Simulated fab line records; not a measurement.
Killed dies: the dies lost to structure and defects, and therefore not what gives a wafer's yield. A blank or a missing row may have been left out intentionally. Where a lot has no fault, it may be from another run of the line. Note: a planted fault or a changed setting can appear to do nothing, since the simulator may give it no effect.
The tool behind it: which one? | flow sky130 | 13 lots, 39 wafers sampled, at 4 steps of a route of 708

== WHAT THE GAUGES SHOWED, per wafer ==
SKY_FIELD_ISO_THK_MEAS_23.
lot  | measured    | on            | FIELD_ISO_OXIDATION_01_THK (nm)
L318 | day 2 22:16 | film metro-02 | 10.14 9.97 9.94
L319 | day 2 23:26 | film metro-01 | 10.09 10.01 10.03
L322 | day 3 07:30 | film metro-01 | 9.73 9.75 9.70
L323 | day 3 09:48 | film metro-01 | 9.99 9.73 10.03
L324 | day 3 16:35 | film metro-01 | 9.99 10.09 9.93
L325 | day 3 20:14 | film metro-02 | 10.17 10.26 10.20
L328 | day 4 12:59 | film metro-01 | 10.16 10.14 10.18
L329 | day 4 16:43 | film metro-03 | 9.94 9.86 10.10
L330 | day 4 23:32 | film metro-02 | 9.67 9.88 9.85
L331 | day 5 03:25 | film metro-02 | 10.20 10.28 10.42
L332 | day 5 10:27 | film metro-01 | 9.94 9.98 10.07
L337 | day 6 10:16 | film metro-03 | 9.86 9.79 10.00
L341 | day 7 13:14 | film metro-01 | 9.77 10.01 9.92

SKY_PWDE_OVL_MEAS_07.
lot  | measured    | on         | PWDE_OVL (nm)
L318 | day 4 12:23 | overlay-02 | -0.4 -2.3 -1.0
L319 | day 4 13:19 | overlay-02 | 0.9 -1.1 -1.2
L322 | day 4 23:01 | overlay-02 | -0.2 -1.7 -0.2
L323 | day 5 03:10 | overlay-01 | 0.8 1.2 1.2
L324 | day 5 08:25 | overlay-02 | -1.3 -1.8 -2.4
L325 | day 5 13:13 | overlay-01 | -1.8 -1.8 -2.4
L328 | day 6 05:44 | overlay-02 | -1.1 0.1 0.9
L329 | day 6 09:21 | overlay-02 | 1.3 2.6 -0.7
L330 | day 6 16:51 | overlay-02 | -0.5 -2.3 0.2
L331 | day 7 01:04 | overlay-02 | 1.0 1.2 0.6
L332 | day 7 07:34 | overlay-02 | 2.3 1.8 -0.8
L337 | day 8 07:30 | overlay-01 | 1.2 3.9 2.8
L341 | day 9 12:58 | overlay-01 | -1.9 -1.5 -1.6

SKY_NWELL_OVL_MEAS_23.
lot  | measured     | on         | NWELL_01_OVL (nm)
L318 | day 6 00:05  | overlay-01 | 0.8 0.1 1.1
L319 | day 6 01:35  | overlay-02 | -0.1 -0.8 -0.3
L322 | day 6 12:22  | overlay-01 | 2.3 4.3 3.8
L323 | day 6 15:46  | overlay-01 | 0.0 -0.7 0.0
L324 | day 6 22:14  | overlay-01 | 2.1 3.0 2.2
L325 | day 7 03:37  | overlay-01 | 0.9 0.0 -0.4
L328 | day 7 21:08  | overlay-01 | 1.7 0.7 -0.1
L329 | day 8 01:07  | overlay-01 | 2.0 0.4 1.1
L330 | day 8 09:07  | overlay-02 | -0.5 2.3 1.2
L331 | day 8 17:59  | overlay-02 | -1.0 -0.7 1.3
L332 | day 9 00:59  | overlay-02 | 1.4 2.4 -0.3
L337 | day 10 02:43 | overlay-01 | -2.1 0.9 0.7
L341 | day 11 09:58 | overlay-01 | 1.8 2.3 1.4

== WHICH TOOL RAN EACH LOT (tool, then ch and the chambers of the sampled wafers, then the start) ==
lot  | SKY_NWELL_COAT_18
L318 | litho track-03 ch 0, day 5 15:38
L319 | litho track-02 ch 0, day 5 16:55
L322 | litho track-04 ch 0, day 6 02:32
L323 | litho track-04 ch 0, day 6 05:41
L324 | litho track-02 ch 0, day 6 12:43
L325 | litho track-02 ch 0, day 6 17:22
L328 | litho track-02 ch 0, day 7 11:25
L329 | litho track-04 ch 0, day 7 15:03
L330 | litho track-02 ch 0, day 7 22:27
L331 | litho track-02 ch 0, day 8 07:57
L332 | litho track-02 ch 0, day 8 14:12
L337 | litho track-03 ch 0, day 9 15:13
L341 | litho track-03 ch 0, day 10 22:25
- SKY_NWELL_COAT_18: resist thk 3000 nm.

== WHAT THE TOOLS THEMSELVES READ (means of the sampled wafers that have a number; where no wafer has one, the mark that the record gives instead) ==
SKY_NWELL_COAT_18.
lot  | tool           | resist line temp C (C) | spin speed rpm (rpm)
L318 | litho track-03 | 22.98                  | 1999.1
L319 | litho track-02 | 23.06                  | 2000.1
L322 | litho track-04 | 22.92                  | 2000.4
L323 | litho track-04 | 22.93                  | 1999.2
L324 | litho track-02 | 23.03                  | 1999.6
L325 | litho track-02 | 22.99                  | 1999.6
L328 | litho track-02 | 23.01                  | 1998.9
L329 | litho track-04 | 22.97                  | 1999.1
L330 | litho track-02 | 23.05                  | 2000.0
L331 | litho track-02 | 23.00                  | 1998.6
L332 | litho track-02 | 22.87                  | 1999.0
L337 | litho track-03 | 23.07                  | 2001.5
L341 | litho track-03 | 23.00                  | 1999.6

== THE ANSWER, worked out from the rows above alone ==
Rule: what is usual is taken from the lots themselves. The widest of any qualifying gaps counts: lots, ordered by their means at a reading, are off when they make up no more than a third of the lots, leave a main group of 4 or more, and stand apart from it by 3 or more times the standard deviation of that group's means. Not used: any main group whose means are identical at the precision the tables above print for the reading. Also off: a lot with no number at a reading for which 4 or more lots have one. The other lots that the step has rows for count as sound. After the gauges, taken in route order, come the tools' own readings; for these a lot's mean is taken, as printed above. At the first step where some lot is off, the reading lying furthest off is the one used; lots without a number count as furthest.
No lot is off at any reading shown: from this, nothing can be told.

== WHAT HAD BEEN PUT IN BY THE SIMULATOR ==
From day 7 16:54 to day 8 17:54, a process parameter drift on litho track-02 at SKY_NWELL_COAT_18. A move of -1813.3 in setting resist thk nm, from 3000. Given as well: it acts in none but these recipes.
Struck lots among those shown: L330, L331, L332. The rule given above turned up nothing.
